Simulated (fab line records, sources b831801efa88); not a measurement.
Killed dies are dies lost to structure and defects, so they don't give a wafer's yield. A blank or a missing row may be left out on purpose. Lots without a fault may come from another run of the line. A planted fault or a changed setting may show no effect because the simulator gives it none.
Tool commonality check | flow gf180mcu | 13 lots, 39 wafers sampled

WHY IT WAS OPENED
At GF_VT_IMPLANT_RS_MEAS_48 the reading LVPWELL_RS is flagged on 3 of 13 lots. Wafers without a fault read 1192 ohm/sq, standard deviation 3.
Rule: a lot is flagged when every wafer of it that has a number lies more than 4 standard deviations from that mean, or none has a number. The other lots count as sound.

lot  | measured     | on            | LVPWELL_RS (ohm/sq), wafer by wafer | flag
L411 | day 9 08:20  | film_metro-02 | 1194 1190 1196                      |
L412 | day 9 16:19  | film_metro-04 | 1190 1190 1189                      |
L413 | day 9 20:41  | film_metro-02 | 1192 1195 1192                      |
L414 | day 10 07:29 | film_metro-04 | 1195 1189 1193                      |
L415 | day 10 11:52 | film_metro-02 | 1194 1195 1196                      |
L416 | day 10 19:40 | film_metro-04 | 1191 1193 1192                      |
L419 | day 11 14:02 | film_metro-01 | 1229 1231 1229                      | FLAGGED
L420 | day 11 20:33 | film_metro-01 | 1194 1196 1195                      |
L421 | day 12 03:05 | film_metro-04 | 1223 1221 1224                      | FLAGGED
L422 | day 12 08:53 | film_metro-02 | 1230 1229 1227                      | FLAGGED
L426 | day 13 15:07 | film_metro-02 | 1196 1192 1193                      |
L427 | day 13 22:13 | film_metro-02 | 1192 1190 1195                      |
L428 | day 14 02:22 | film_metro-01 | 1194 1195 1197                      |
The numbers of the flagged lots are 1227 ohm/sq on average: +35 ohm/sq against the usual, or +12 standard deviations.

WHICH TOOL RAN EACH LOT
The record holds 1 process step before the reading, out of a route of 602 steps. In each cell: the tool, then ch and the chambers that the sampled wafers went through, then the start.
lot  | flag    | GF_LVPWELL_IMPLANT_09
L411 |         | implanter-02 ch 0, day 5 07:17
L412 |         | implanter-01 ch 0, day 5 13:38
L413 |         | implanter-01 ch 0, day 5 18:04
L414 |         | implanter-01 ch 0, day 6 01:59
L415 |         | implanter-01 ch 0, day 6 05:32
L416 |         | implanter-04 ch 0, day 6 12:44
L419 | FLAGGED | implanter-01 ch 0, day 7 04:20
L420 |         | implanter-04 ch 0, day 7 09:41
L421 | FLAGGED | implanter-01 ch 0, day 7 16:32
L422 | FLAGGED | implanter-01 ch 0, day 7 20:47
L426 |         | implanter-04 ch 0, day 8 20:13
L427 |         | implanter-02 ch 0, day 9 02:25
L428 |         | implanter-04 ch 0, day 9 07:17
What these steps do:
- GF_LVPWELL_IMPLANT_09
- GF_VT_IMPLANT_RS_MEAS_48: measures by four-point-probe.

FLAGGED OVER TOTAL, TOOL BY TOOL (the gauges that took the reading come last)
step                     | tool          | lots run | flagged | share of the flagged lots | sound lots run after its first flagged lot
GF_LVPWELL_IMPLANT_09    | implanter-01  | 7        | 3       | all                       | 0
GF_LVPWELL_IMPLANT_09    | implanter-02  | 2        | 0       | none                      | -
GF_LVPWELL_IMPLANT_09    | implanter-04  | 4        | 0       | none                      | -
GF_VT_IMPLANT_RS_MEAS_48 | film_metro-01 | 3        | 1       | some                      | 2 (L420,L428)
GF_VT_IMPLANT_RS_MEAS_48 | film_metro-02 | 6        | 1       | some                      | 2 (L426,L427)
GF_VT_IMPLANT_RS_MEAS_48 | film_metro-04 | 4        | 1       | some                      | 0

WHAT THE TABLE ALLOWS
1 row of the table ran every flagged lot: implanter-01 at GF_LVPWELL_IMPLANT_09.
- implanter-01 at GF_LVPWELL_IMPLANT_09: 3 of its 7 lots flagged. Its last sound lot is L415 (day 6 05:32), its first flagged lot L419 (day 7 04:20): a fault that began between those two fits. Its own readings lie more than 4 standard deviations out on every wafer of the flagged lots: dose_ions_cm2, faraday_current_uA.
One tool is left: implanter-01 at GF_LVPWELL_IMPLANT_09.

WHAT THE SIMULATOR HAD PUT IN
Process parameter drift: implanter-01, from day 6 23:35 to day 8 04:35, at GF_LVPWELL_IMPLANT_09. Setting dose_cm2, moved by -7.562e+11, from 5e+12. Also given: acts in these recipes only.
Lots struck among those shown: L419, L421, L422. The rule above found the same.
